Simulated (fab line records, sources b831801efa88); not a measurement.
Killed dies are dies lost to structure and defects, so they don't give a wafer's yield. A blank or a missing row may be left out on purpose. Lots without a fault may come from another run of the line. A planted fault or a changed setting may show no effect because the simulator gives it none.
A struck lot beside a sound one | flow sky130 | 14 steps out of a route of 708
Sound: wafers L491.2, L491.4, L491.6. Struck: wafers L492.2, L492.3, L492.5. The cause comes at the end.
At each step with rows: each side's tool, then ch and its chambers, then its first start. Under that, the readings that differ: sound wafers | struck wafers | difference of the means | sigmas: that difference in standard deviations of wafers without a fault.
alike: readings whose means differ by less than 2 such deviations, and words and numbers that are the same on both sides. not compared: withheld readings, readings that some wafer has no value for, bounds like >300 that may hide the same value, and numbers for which the record gives no deviation and whose values overlap.
The two part at a step that has a row with sigmas, a row that says differs or no value, or rows on one side only. Numbers that don't overlap but have no deviation are shown without sigmas and don't part them. A reading that every wafer of one side lacks parts them only if that side has two wafers or more.

SKY_RES_PROTECT_STRIP_07: strips in O2/N2.
  sound on plasma_asher-01 ch 0,1, day 19 08:04; struck on plasma_asher-04 ch 0,1, day 19 15:13
  alike: drypump_motor_current_A, n2_flow_sccm, oes_product_au, strip_time_to_endpoint_s
  not compared: rf_hours_counter_h
SKY_RES_PROTECT_TW_MEAS_08:
  sound on film_metro-01, day 19 08:11; struck on film_metro-02, day 19 15:20
  reading      | sound          | struck         | difference | sigmas
  POLY_GATE_TW | 4021 3998 4003 | 4109 4097 4104 | +96        | +3
then, 2 steps without rows for these wafers: SKY_RES_PROTECT_CLEAN_09 (cleans in SC1/SC2, time 150 s); SKY_POLY_GATE_CVD_03 (deposits Si3N4 from DCS/NH3, target thk 75 nm, time 1290 s).
SKY_POLY_GATE_THK_MEAS_04:
  sound on film_metro-02, day 19 09:39; struck on film_metro-02, day 19 16:48
  reading                   | sound          | struck         | difference | sigmas
  POLY_GATE_CVD_03_THK (nm) | 75.2 75.3 75.1 | 73.8 73.5 73.2 | -1.7       | -2
then, 7 steps without rows for these wafers: SKY_POLY_GATE_DEHYDRATE_05 (time 60 s); SKY_POLY_GATE_HMDS_06 (prime time 60 s); SKY_POLY_GATE_COAT_07 (resist thk 110 nm); SKY_POLY_GATE_COAT_08 (resist thk 450 nm); SKY_POLY_GATE_SOFTBAKE_09 (time 90 s); SKY_POLY_GATE_EXPOSE_10 (exposes mask P1M, target cd 150 nm); SKY_POLY_GATE_PEB_11.
SKY_POLY_GATE_DEVELOP_12: develop time 60 s.
  sound on litho_track-03 ch 0, day 20 17:00; struck on litho_track-03, day 20 23:00
  no value came back on the struck wafers for chill_plate_temp_C (C), develop_time_s (s); on the sound wafers chill_plate_temp_C (C) reads 22.96 23.02 23.09
  reading                                          | sound           | struck            | difference | sigmas
  model.KrF-thick_of_POLY_GATE_COAT_08.thk_nm (nm) | 436 436.4 437.6 | 449.8 448.9 450.1 | +12.9      |
SKY_POLY_GATE_CD_MEAS_13: target cd 150 nm.
  sound on cd_sem-02, day 20 17:11; struck on cd_sem-01, day 20 23:41
  reading    | sound             | struck | difference                    | sigmas
  cd_nm (nm) | 148.0 148.4 150.5 | - - -  | no value on the struck wafers |

WHERE THEY PART
First at SKY_RES_PROTECT_TW_MEAS_08; last, within this record, at SKY_POLY_GATE_CD_MEAS_13.

WHY: what the simulator had put in
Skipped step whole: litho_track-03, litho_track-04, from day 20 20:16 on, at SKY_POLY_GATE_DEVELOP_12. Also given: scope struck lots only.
